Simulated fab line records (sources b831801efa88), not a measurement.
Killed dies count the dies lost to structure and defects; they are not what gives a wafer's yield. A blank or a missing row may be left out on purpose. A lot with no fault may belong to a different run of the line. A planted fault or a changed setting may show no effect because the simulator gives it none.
A lot that was struck, set against a sound lot ; flow sky130 ; 16 out of 708 route steps
Sound: the wafers L740.1, L740.5, L740.6. Struck: wafer L750.6 (L750.4, L750.5, from the same lot, were not struck and are left out); the cause is given at the end.
Order at every step that has rows: each side's tool, ch and its chambers, its first start. Under that, the readings that differ: sound wafers ; struck wafers ; difference of the means ; sigmas: that difference in standard deviations of wafers without a fault.
alike: same words and numbers on both sides, and readings whose means sit less than 2 such deviations apart. not compared: any withheld reading, any reading some wafer has no value for, any bound like >300 that may hide the same value, and any number with overlapping values for which the record gives no deviation.
The two part at a step that has a row with sigmas, a row that says differs or no value, or rows on one side only. Non-overlapping numbers with no deviation appear without sigmas and do not part them. A reading missing from all wafers of one side parts the sides only when that side holds two or more wafers.

first, 8 steps without rows for these wafers: SKY_METAL1_DEHYDRATE_07 (time 60 s); SKY_METAL1_HMDS_08 (prime time 60 s); SKY_METAL1_COAT_09 (resist thk 60 nm); SKY_METAL1_COAT_10 (resist thk 450 nm); SKY_METAL1_SOFTBAKE_11 (time 90 s); SKY_METAL1_EXPOSE_12 (exposes mask MM1, target cd 140 nm); SKY_METAL1_PEB_13; SKY_METAL1_DEVELOP_14 (develop time 60 s).
SKY_METAL1_CD_MEAS_15 targets a cd of 140 nm.
  sound: cdSem-01 at day 36 10:35; struck: cdSem-02 at day 40 00:50
  alike: cdNm
SKY_METAL1_OVL_MEAS_16:
  sound: overlay-02 at day 36 10:42; struck: overlay-01 at day 40 00:55
  alike: METAL1_OVL
SKY_METAL1_DESCUM_17: chemistry O2, time 8 s.
  sound on rieMetal-01 ch 0, day 36 10:44; struck on rieMetal-03 ch 1, day 40 00:56
  alike: drypumpMotorCurrentA, oesProductAu
  not compared: rfHoursCounterH
SKY_METAL1_ETCH_18: etches BARC in N2/H2, stops on SiO2, time 45.9 s, target depth 60 nm.
  sound on rieMetal-01 ch 0, day 36 10:48; struck on rieMetal-03 ch 1, day 40 00:59
  alike: drypumpMotorCurrentA, n2FlowSccm, oesProductAu, throttleValvePct
  not compared: rfHoursCounterH
SKY_METAL1_METAL_ETCH_19: etches the open film in Cl2/BCl3, stops on SiO2, target depth 360 nm, time 78 s.
  sound on rieMetal-01 ch 0, day 36 10:56; struck on rieMetal-03 ch 1, day 40 01:04
reading;sound;struck;difference;sigmas
model.KrF-thick_of_METAL1_COAT_10.thkNm (nm);161.1 160.7 159.4;81.95;-78.45;
model.METAL1.cdNm (nm);140.9 141.5 140.5;128.7;-12.3;
model.SiO2_of_CONTACT_HDPCVD_02.thkNm (nm);326.2 325.7 325.1;321.7;-4.0;
  alike: drypumpMotorCurrentA, oesProductAu, throttleValvePct
  not compared: rfHoursCounterH
SKY_METAL1_STRIP_20: strips in O2/N2.
  sound on plasmaAsher-01 ch 0,1, day 36 11:07; struck on plasmaAsher-02 ch 1, day 40 01:09
reading;sound;struck;difference;sigmas
oesProductAu (a.u.);0.345 0.348 0.347;0.308;-0.039;-7
stripTimeToEndpointS (s);2.71 2.72 2.70;1.84;-0.87;-16
  alike: drypumpMotorCurrentA, n2FlowSccm, o2FlowSccm
  not compared: rfHoursCounterH
then, 1 step without rows for these wafers: SKY_METAL1_STRIP_21 (strips in post etch residue remover, time 1200 s).
-- the record jumps here: 11 days lie between the struck wafers' starts before and after (it left off in module METAL1 and takes up again in module PAD_OPEN, whose first step shown is number 708 of the route) --
SKY_PAD_OPEN_PROBE_99:
  sound: prober-01 at day 48 16:16; struck: prober-01 at day 51 07:22
reading;sound;struck;difference;sigmas
model.etest.met1.widthNm (nm);139.2 137.2 139.1;130.7;-7.8;
model.etest.met1.lineOhmUm;0.9359 0.9687 0.9324;0.9806;+0.0349;
  alike: defectLimitedYield, killed_at_M0_to_M3, killed_at_M4_up, killedAtContacts, killedAtFrontEnd, killedAtOther, killedDies, killedOpen, killedShort, sort_bin_3_pad_short, sort_bin_5_function, sort_bin_6_memory, sortNPass, sortYieldPct

## WHERE THEY PART
Only at SKY_METAL1_STRIP_20, as far as this record shows. Later steps at which nothing parts them and some readings are alike: SKY_PAD_OPEN_PROBE_99.

WHY: what the simulator had put in
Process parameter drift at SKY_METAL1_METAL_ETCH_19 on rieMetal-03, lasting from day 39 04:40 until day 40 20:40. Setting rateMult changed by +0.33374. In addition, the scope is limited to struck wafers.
